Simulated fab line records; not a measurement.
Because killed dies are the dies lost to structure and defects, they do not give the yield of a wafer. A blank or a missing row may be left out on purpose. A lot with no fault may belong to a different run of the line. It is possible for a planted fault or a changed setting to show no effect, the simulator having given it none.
A struck lot beside a sound one + flow gf180mcu + 15 steps out of a route of 602
Sound: these wafers, L928.1, L928.4, L928.6. Wafers struck: L930.1, L930.2, L930.6. The cause is named last.
Each step with rows lists, per side, the tool, then ch with its chambers, then its first start. Under that, the readings that differ: sound wafers + struck wafers + difference of the means + sigmas: that difference in standard deviations of wafers without a fault.
alike: words and numbers the same on both sides, and readings whose means are apart by under 2 such deviations; not compared: readings that were withheld, readings missing a value for some wafer, numbers with overlapping values and no deviation given by the record, and bounds like >300 which may hide the same value.
The two part at a step that has a row with sigmas, a row that says differs or no value, or rows on one side only. Numbers that have no deviation but don't overlap get no sigmas and don't part them. A reading that every wafer of one side lacks parts them only if that side has two wafers or more.

first, 2 steps without rows for these wafers: GF_M1_PEB_12 (peb time 90 s); GF_M1_DEVELOP_13 (develop time 60 s).
GF_M1_CD_MEAS_14: the cd target is 230 nm.
  struck on cd sem-01, day 19 21:18; sound on cd sem-02, day 19 03:57
  alike: cd nm
GF_M1_OVL_MEAS_15:
  struck on overlay-01, day 19 21:25; sound on overlay-01, day 19 04:04
  alike: M1_OVL
GF_M1_METAL_ETCH_16: etches the open film in Cl2/BCl3, stops on SiO2, target depth 750.8 nm, time 125.1 s.
  sound on rie metal-04 ch 1, day 19 04:06; struck on rie metal-03 ch 0,1, day 19 21:27
| reading                      | sound          | struck         | difference | sigmas |
|------------------------------|----------------|----------------|------------|--------|
| he backside leak sccm (sccm) | 3.45 3.75 3.68 | 3.06 3.01 3.17 | -0.55      | -2     |
  alike: drypump motor current A, oes product au, throttle valve pct
  not compared: rf hours counter h
GF_M1_STRIP_17: strips in O2/N2.
  sound on plasma asher-01 ch 1, day 19 04:14; struck on plasma asher-02 ch 0,1, day 19 21:35
| reading                      | sound             | struck            | difference | sigmas |
|------------------------------|-------------------|-------------------|------------|--------|
| oes product au (a.u.)        | 0.544 0.541 0.542 | 0.529 0.533 0.533 | -0.011     | -2     |
| strip time to endpoint s (s) | 7.38 7.43 7.44    | 7.33 7.33 7.31    | -0.09      | -2     |
  alike: drypump motor current A, heater power w
  not compared: rf hours counter h
then, 3 steps without rows for these wafers: GF_M1_STRIP_18 (strips in post etch residue remover, time 1200 s); GF_M1_CLEAN_19 (cleans in DIW); GF_V1_CVD_00 (deposits SiO2, target thk 600 nm, time 100 s).
GF_V1_THK_MEAS_01:
  struck on film metro-02, day 19 22:13; sound on film metro-04, day 19 04:50
  alike: V1_CVD_00_THK
GF_V1_CVD_02: deposits SiO2 from TEOS, target thk 850 nm, time 94.851 s.
  sound on pecvd-01 ch 0,1,2, day 19 04:54; struck on pecvd-04 ch 0,2, day 19 22:17
  alike: heater power w
GF_V1_THK_MEAS_03:
  struck on film metro-01, day 19 22:21; sound on film metro-02, day 19 04:58
| reading            | sound       | struck      | difference | sigmas |
|--------------------|-------------|-------------|------------|--------|
| V1_CVD_02_THK (nm) | 829 838 849 | 860 865 883 | +31        | +2     |
GF_V1_CMP_04: polishes SiO2.
  sound on cmp-01 ch 0,2,3, day 19 05:05; struck on cmp-01 ch 1,2, day 19 22:28
| reading                | sound             | struck            | difference | sigmas      |
|------------------------|-------------------|-------------------|------------|-------------|
| platen rpm (rpm)       | 59.96 60.01 60.07 | 53.99 53.97 53.95 | -6.04      | -99 or more |
| time to endpoint s (s) | 74 74 77          | 100 97 109        | +27        | +4          |
  alike: motor current A, slurry flow ml min
GF_V1_BOW_MEAS_05:
  struck on film metro-02, day 19 22:43; sound on film metro-01, day 19 05:20
  alike: V1_BOW
next, for these wafers, 1 step has no rows: GF_PASSIVATION_PROBE_99.

== WHERE THEY PART ==
Earliest at GF_M1_METAL_ETCH_16; latest, in this record, at GF_V1_CMP_04. Later steps at which nothing parts them and some readings are alike: GF_V1_BOW_MEAS_05.

WHY: what had been put in by the simulator
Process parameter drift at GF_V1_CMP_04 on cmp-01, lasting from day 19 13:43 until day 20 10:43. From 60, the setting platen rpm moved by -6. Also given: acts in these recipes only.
